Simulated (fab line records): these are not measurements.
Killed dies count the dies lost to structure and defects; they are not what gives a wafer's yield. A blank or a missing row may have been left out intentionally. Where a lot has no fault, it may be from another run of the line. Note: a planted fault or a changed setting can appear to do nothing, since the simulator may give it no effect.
Matching of chambers || flow sky130 || SKY_VIA3_CMP_24 on cmp-01 has 4 sister chambers
The step polishes, stops on SiO2, t overpolish 20 s, target thk 0 nm. 8 wafers are shown with their chamber, then 12 later ones without.

== EACH WAFER AND ITS CHAMBER ==
{"wafer": "L087.1", "chamber": 0, "motor_current_A (A)": 10.8, "time_to_endpoint_s (s)": 95}
{"wafer": "L087.2", "chamber": 3, "motor_current_A (A)": 11.1, "time_to_endpoint_s (s)": 93}
{"wafer": "L088.3", "chamber": 2, "motor_current_A (A)": 12.2, "time_to_endpoint_s (s)": 87}
{"wafer": "L088.5", "chamber": 1, "motor_current_A (A)": 11.5, "time_to_endpoint_s (s)": 87}
{"wafer": "L088.6", "chamber": 0, "motor_current_A (A)": 10.8, "time_to_endpoint_s (s)": 94}
{"wafer": "L092.1", "chamber": 2, "motor_current_A (A)": 12.5, "time_to_endpoint_s (s)": 89}
{"wafer": "L092.3", "chamber": 3, "motor_current_A (A)": 11.2, "time_to_endpoint_s (s)": 93}
{"wafer": "L092.5", "chamber": 1, "motor_current_A (A)": 11.3, "time_to_endpoint_s (s)": 93}

== WAFERS WITHOUT THEIR CHAMBER ==
{"wafer": "L093.3", "motor_current_A (A)": 11.0, "time_to_endpoint_s (s)": 90}
{"wafer": "L093.4", "motor_current_A (A)": 12.3, "time_to_endpoint_s (s)": 88}
{"wafer": "L093.5", "motor_current_A (A)": 10.8, "time_to_endpoint_s (s)": 91}
{"wafer": "L095.2", "motor_current_A (A)": 10.7, "time_to_endpoint_s (s)": 98}
{"wafer": "L095.3", "motor_current_A (A)": 11.4, "time_to_endpoint_s (s)": 94}
{"wafer": "L095.5", "motor_current_A (A)": 11.2, "time_to_endpoint_s (s)": 95}
{"wafer": "L096.1", "motor_current_A (A)": 11.6, "time_to_endpoint_s (s)": 90}
{"wafer": "L096.3", "motor_current_A (A)": 10.8, "time_to_endpoint_s (s)": 95}
{"wafer": "L096.4", "motor_current_A (A)": 11.9, "time_to_endpoint_s (s)": 90}
{"wafer": "L097.1", "motor_current_A (A)": 12.4, "time_to_endpoint_s (s)": 90}
{"wafer": "L097.2", "motor_current_A (A)": 11.8, "time_to_endpoint_s (s)": 89}
{"wafer": "L097.5", "motor_current_A (A)": 13.3, "time_to_endpoint_s (s)": 89}

== THE CHAMBER EACH PASSED THROUGH ==
{"wafer": "L093.3", "from the rows above": "can't be placed: 3 or 0 or 1", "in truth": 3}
{"wafer": "L093.4", "from the rows above": 2, "in truth": 2}
{"wafer": "L093.5", "from the rows above": "can't be placed: 0 or 3", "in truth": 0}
{"wafer": "L095.2", "from the rows above": 0, "in truth": 0}
{"wafer": "L095.3", "from the rows above": "can't be placed: 1 or 3", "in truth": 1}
{"wafer": "L095.5", "from the rows above": "can't be placed: 3 or 1", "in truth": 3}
{"wafer": "L096.1", "from the rows above": 1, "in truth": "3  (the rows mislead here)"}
{"wafer": "L096.3", "from the rows above": 0, "in truth": 0}
{"wafer": "L096.4", "from the rows above": "can't be placed: 2 or 1", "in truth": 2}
{"wafer": "L097.1", "from the rows above": 2, "in truth": 2}
{"wafer": "L097.2", "from the rows above": "can't be placed: 1 or 2", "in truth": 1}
{"wafer": "L097.5", "from the rows above": 2, "in truth": 2}
Correct placement for 5 of the 12. Not placeable from these rows: 6 (in 6, the candidates include the true chamber). Number placed wrongly: 1.
How it was worked out, from the rows above alone: a wafer's distance from a chamber is the root of the sum, over the readings, of the square of ((its reading less the chamber's mean) divided by the reading's scatter). If the next closest chamber is less than 2 further off than the closest, the wafer can't be placed; otherwise it belongs to the closest. The mean given for a chamber averages the wafers shown for that chamber. The scatter is the square root of a quotient: the sum, over the shown wafers, of each reading's squared deviation from its chamber's mean, divided by wafers minus chambers.
